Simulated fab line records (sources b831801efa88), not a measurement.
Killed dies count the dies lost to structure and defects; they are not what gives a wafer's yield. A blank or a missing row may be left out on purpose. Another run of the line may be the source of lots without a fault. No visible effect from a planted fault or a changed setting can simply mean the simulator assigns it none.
Which tool is to blame? :: flow sky130 :: Sampling: 11 lots, 29 wafers, 5 of 708 route steps

WHAT EACH GAUGE READ, for each wafer
SKY_METAL5_RS_MEAS_05: the measuring method here is four-point-probe. Usual: METAL5_ALCU_RS 0.0271 ohm/sq, standard deviation 0.00035.
lot: L753
measured: day 44 07:35
on: filmMetro-03
METAL5_ALCU_RS (ohm/sq): 0.0271 0.0272 0.0273
flag: 

lot: L751
measured: day 44 11:49
on: filmMetro-03
METAL5_ALCU_RS (ohm/sq): 0.0281 0.0277 0.0278
flag: 

lot: L752
measured: day 44 15:37
on: filmMetro-02
METAL5_ALCU_RS (ohm/sq): 0.0267 0.0268 0.0268
flag: 

lot: L755
measured: day 44 18:36
on: filmMetro-03
METAL5_ALCU_RS (ohm/sq): 0.0271 0.0268 0.0270
flag: 

lot: L759
measured: day 45 22:40
on: filmMetro-03
METAL5_ALCU_RS (ohm/sq): 0.0241 0.0241
flag: OFF

lot: L760
measured: day 46 03:58
on: filmMetro-03
METAL5_ALCU_RS (ohm/sq): 0.0242 0.0242
flag: OFF

lot: L761
measured: day 46 11:34
on: filmMetro-02
METAL5_ALCU_RS (ohm/sq): 0.0275 0.0271 0.0273
flag: 

lot: L763
measured: day 46 18:01
on: filmMetro-02
METAL5_ALCU_RS (ohm/sq): 0.0275 0.0270 0.0273
flag: 

lot: L765
measured: day 47 13:55
on: filmMetro-02
METAL5_ALCU_RS (ohm/sq): 0.0272 0.0271 0.0271
flag: 

lot: L769
measured: day 48 10:46
on: filmMetro-01
METAL5_ALCU_RS (ohm/sq): 0.0266 0.0271 0.0269
flag: 

lot: L771
measured: day 48 17:05
on: filmMetro-03
METAL5_ALCU_RS (ohm/sq): 0.0268 0.0269 0.0270
flag: 

SKY_METAL5_THK_MEAS_06: measures by xrf. Usual: METAL5_ALCU_THK 1123 nm, standard deviation 16.
lot: L753
measured: day 44 07:42
on: filmMetro-03
METAL5_ALCU_THK (nm): 1129 1123 1123
flag: 

lot: L751
measured: day 44 11:56
on: filmMetro-03
METAL5_ALCU_THK (nm): 1084 1095 1092
flag: 

lot: L752
measured: day 44 15:44
on: filmMetro-02
METAL5_ALCU_THK (nm): 1133 1128 1129
flag: 

lot: L755
measured: day 44 18:42
on: filmMetro-03
METAL5_ALCU_THK (nm): 1119 1137 1121
flag: 

lot: L759
measured: day 46 02:25
on: filmMetro-03
METAL5_ALCU_THK (nm): 1257 1268
flag: OFF

lot: L760
measured: day 46 07:20
on: filmMetro-03
METAL5_ALCU_THK (nm): 1250 1257
flag: OFF

lot: L761
measured: day 46 11:41
on: filmMetro-02
METAL5_ALCU_THK (nm): 1109 1121 1120
flag: 

lot: L763
measured: day 46 18:08
on: filmMetro-02
METAL5_ALCU_THK (nm): 1102 1118 1112
flag: 

lot: L765
measured: day 47 14:02
on: filmMetro-02
METAL5_ALCU_THK (nm): 1110 1112 1114
flag: 

lot: L769
measured: day 48 10:53
on: filmMetro-01
METAL5_ALCU_THK (nm): 1150 1135 1131
flag: 

lot: L771
measured: day 48 17:13
on: filmMetro-03
METAL5_ALCU_THK (nm): 1137 1131 1137
flag: 

EACH LOT AND THE TOOL THAT RAN IT (in order: tool; ch and the chambers of the sampled wafers; start)
lot: L753
SKY_VIA3_STRIP_16: plasmaAsher-03 ch 0,1, day 41 04:09
SKY_VIA4_SPUTTER_17: pvdSputter-04, day 44 06:43
SKY_METAL5_SPUTTER_02: pvdSputter-01, day 44 07:28

lot: L751
SKY_VIA3_STRIP_16: plasmaAsher-01 ch 0,1, day 41 09:10
SKY_VIA4_SPUTTER_17: pvdSputter-03, day 44 10:58
SKY_METAL5_SPUTTER_02: pvdSputter-03, day 44 11:43

lot: L752
SKY_VIA3_STRIP_16: plasmaAsher-01 ch 0,1, day 41 13:13
SKY_VIA4_SPUTTER_17: pvdSputter-02, day 44 14:46
SKY_METAL5_SPUTTER_02: pvdSputter-01, day 44 15:30

lot: L755
SKY_VIA3_STRIP_16: plasmaAsher-04 ch 0,1, day 41 17:38
SKY_VIA4_SPUTTER_17: pvdSputter-02, day 44 17:42
SKY_METAL5_SPUTTER_02: pvdSputter-01, day 44 18:26

lot: L759
SKY_VIA3_STRIP_16: plasmaAsher-03 ch 1, day 43 00:09
SKY_VIA4_SPUTTER_17: pvdSputter-02, day 45 21:47
SKY_METAL5_SPUTTER_02: pvdSputter-01, day 45 22:32

lot: L760
SKY_VIA3_STRIP_16: plasmaAsher-04 ch 1, day 43 03:57
SKY_VIA4_SPUTTER_17: pvdSputter-02, day 46 03:07
SKY_METAL5_SPUTTER_02: pvdSputter-01, day 46 03:51

lot: L761
SKY_VIA3_STRIP_16: plasmaAsher-04 ch 0, day 43 12:36
SKY_VIA4_SPUTTER_17: pvdSputter-04, day 46 10:21
SKY_METAL5_SPUTTER_02: pvdSputter-03, day 46 11:28

lot: L763
SKY_VIA3_STRIP_16: plasmaAsher-01 ch 1, day 43 19:39
SKY_VIA4_SPUTTER_17: pvdSputter-04, day 46 17:08
SKY_METAL5_SPUTTER_02: pvdSputter-04, day 46 17:53

lot: L765
SKY_VIA3_STRIP_16: plasmaAsher-01 ch 0,1, day 44 16:36
SKY_VIA4_SPUTTER_17: pvdSputter-03, day 47 13:03
SKY_METAL5_SPUTTER_02: pvdSputter-03, day 47 13:47

lot: L769
SKY_VIA3_STRIP_16: plasmaAsher-01 ch 0,1, day 45 15:37
SKY_VIA4_SPUTTER_17: pvdSputter-02, day 48 09:53
SKY_METAL5_SPUTTER_02: pvdSputter-04, day 48 10:38

lot: L771
SKY_VIA3_STRIP_16: plasmaAsher-04 ch 0,1, day 45 23:24
SKY_VIA4_SPUTTER_17: pvdSputter-03, day 48 16:14
SKY_METAL5_SPUTTER_02: pvdSputter-04, day 48 16:58
- SKY_VIA3_STRIP_16: strips in O2/N2.
- SKY_VIA4_SPUTTER_17: material TiN, target thk 20 nm, time 80 s.
- SKY_METAL5_SPUTTER_02: material AlCu, target thk 1150 nm, time 61.2 s.

AS READ BY THE TOOLS THEMSELVES (means over the sampled wafers that have a number; for cases with no such wafer, the mark the record gives instead)
SKY_VIA3_STRIP_16. Usual: drypumpMotorCurrentA 6.1 A, standard deviation 0.5; oesProductAu 0.403 a.u., standard deviation 0.005; stripTimeToEndpointS 4.146 s, standard deviation 0.021.
lot: L753
tool: plasmaAsher-03
drypumpMotorCurrentA (A): 5.5
oesProductAu (a.u.): 0.399
stripTimeToEndpointS (s): 4.146
flag: 

lot: L751
tool: plasmaAsher-01
drypumpMotorCurrentA (A): 5.9
oesProductAu (a.u.): 0.404
stripTimeToEndpointS (s): 4.147
flag: 

lot: L752
tool: plasmaAsher-01
drypumpMotorCurrentA (A): 6.1
oesProductAu (a.u.): 0.403
stripTimeToEndpointS (s): 4.135
flag: 

lot: L755
tool: plasmaAsher-04
drypumpMotorCurrentA (A): 6.6
oesProductAu (a.u.): 0.402
stripTimeToEndpointS (s): 4.124
flag: 

lot: L759
tool: plasmaAsher-03
drypumpMotorCurrentA (A): 5.6
oesProductAu (a.u.): 0.402
stripTimeToEndpointS (s): 4.143
flag: 

lot: L760
tool: plasmaAsher-04
drypumpMotorCurrentA (A): 6.8
oesProductAu (a.u.): 0.400
stripTimeToEndpointS (s): 4.148
flag: 

lot: L761
tool: plasmaAsher-04
drypumpMotorCurrentA (A): 6.3
oesProductAu (a.u.): 0.405
stripTimeToEndpointS (s): 4.150
flag: 

lot: L763
tool: plasmaAsher-01
drypumpMotorCurrentA (A): 6.3
oesProductAu (a.u.): 0.407
stripTimeToEndpointS (s): 4.169
flag: 

lot: L765
tool: plasmaAsher-01
drypumpMotorCurrentA (A): 6.1
oesProductAu (a.u.): 0.400
stripTimeToEndpointS (s): 4.130
flag: 

lot: L769
tool: plasmaAsher-01
drypumpMotorCurrentA (A): 6.1
oesProductAu (a.u.): 0.404
stripTimeToEndpointS (s): 4.164
flag: 

lot: L771
tool: plasmaAsher-04
drypumpMotorCurrentA (A): 6.5
oesProductAu (a.u.): 0.399
stripTimeToEndpointS (s): 4.114
flag: 

SKY_VIA4_SPUTTER_17. Usual: cathodeDcPowerW 3999.9 W, standard deviation 0.68; throttleValvePct 30.1 %, standard deviation 1.2.
lot: L753
tool: pvdSputter-04
cathodeDcPowerW (W): 3999.3
throttleValvePct (%): 29.4
flag: 

lot: L751
tool: pvdSputter-03
cathodeDcPowerW (W): 4000.8
throttleValvePct (%): 30.3
flag: 

lot: L752
tool: pvdSputter-02
cathodeDcPowerW (W): 3999.9
throttleValvePct (%): 30.6
flag: 

lot: L755
tool: pvdSputter-02
cathodeDcPowerW (W): 4000.5
throttleValvePct (%): 30.5
flag: 

lot: L759
tool: pvdSputter-02
cathodeDcPowerW (W): 4000.0
throttleValvePct (%): 29.3
flag: 

lot: L760
tool: pvdSputter-02
cathodeDcPowerW (W): 4000.4
throttleValvePct (%): 30.5
flag: 

lot: L761
tool: pvdSputter-04
cathodeDcPowerW (W): 4000.3
throttleValvePct (%): 29.3
flag: 

lot: L763
tool: pvdSputter-04
cathodeDcPowerW (W): 3999.6
throttleValvePct (%): 30.5
flag: 

lot: L765
tool: pvdSputter-03
cathodeDcPowerW (W): 4000.1
throttleValvePct (%): 29.4
flag: 

lot: L769
tool: pvdSputter-02
cathodeDcPowerW (W): 3999.4
throttleValvePct (%): 29.9
flag: 

lot: L771
tool: pvdSputter-03
cathodeDcPowerW (W): 3999.2
throttleValvePct (%): 30.2
flag: 

SKY_METAL5_SPUTTER_02. Usual: cathodeDcPowerW 10600 W, standard deviation 1.8; throttleValvePct 30.1 %, standard deviation 1.2.
lot: L753
tool: pvdSputter-01
cathodeDcPowerW (W): 10599
throttleValvePct (%): 31.5
flag: 

lot: L751
tool: pvdSputter-03
cathodeDcPowerW (W): 10599
throttleValvePct (%): 29.6
flag: 

lot: L752
tool: pvdSputter-01
cathodeDcPowerW (W): 10598
throttleValvePct (%): 30.9
flag: 

lot: L755
tool: pvdSputter-01
cathodeDcPowerW (W): 10600
throttleValvePct (%): 31.6
flag: 

lot: L759
tool: pvdSputter-01
cathodeDcPowerW (W): 10602
throttleValvePct (%): 31.7
flag: 

lot: L760
tool: pvdSputter-01
cathodeDcPowerW (W): 10600
throttleValvePct (%): 31.9
flag: 

lot: L761
tool: pvdSputter-03
cathodeDcPowerW (W): 10600
throttleValvePct (%): 29.2
flag: 

lot: L763
tool: pvdSputter-04
cathodeDcPowerW (W): 10601
throttleValvePct (%): 29.5
flag: 

lot: L765
tool: pvdSputter-03
cathodeDcPowerW (W): 10602
throttleValvePct (%): 30.0
flag: 

lot: L769
tool: pvdSputter-04
cathodeDcPowerW (W): 10601
throttleValvePct (%): 28.6
flag: 

lot: L771
tool: pvdSputter-04
cathodeDcPowerW (W): 10601
throttleValvePct (%): 30.4
flag: 

THE ANSWER, worked out from the rows above alone
Rule: a lot counts as off when the mean over its wafers that have a number is more than 3 standard deviations away from the usual mean. A lot without any number at a reading at which 4 lots or more have one is off too. Where the step has rows for the other lots, those lots are counted as sound. The gauges are gone through in route order, then the tools' own readings, and for those a lot's mean is taken as printed above. At the first step where some lot is off, the reading lying furthest off is the one used; lots without a number count as furthest.
Off: at SKY_METAL5_RS_MEAS_05 (METAL5_ALCU_RS), L759, L760.
If a tool, at a process step before that reading, ran all the lots that are off and no sound lot after the first of them, it fits. Gauges at SKY_METAL5_RS_MEAS_05: tried the same way as those tools. One fits: SKY_METAL5_SPUTTER_02 on pvdSputter-01. Its last sound lot is L755 (day 44 18:26), its first lot that is off L759 (day 45 22:32): a fault that began between those two fits.

WHAT THE SIMULATOR HAD PUT IN
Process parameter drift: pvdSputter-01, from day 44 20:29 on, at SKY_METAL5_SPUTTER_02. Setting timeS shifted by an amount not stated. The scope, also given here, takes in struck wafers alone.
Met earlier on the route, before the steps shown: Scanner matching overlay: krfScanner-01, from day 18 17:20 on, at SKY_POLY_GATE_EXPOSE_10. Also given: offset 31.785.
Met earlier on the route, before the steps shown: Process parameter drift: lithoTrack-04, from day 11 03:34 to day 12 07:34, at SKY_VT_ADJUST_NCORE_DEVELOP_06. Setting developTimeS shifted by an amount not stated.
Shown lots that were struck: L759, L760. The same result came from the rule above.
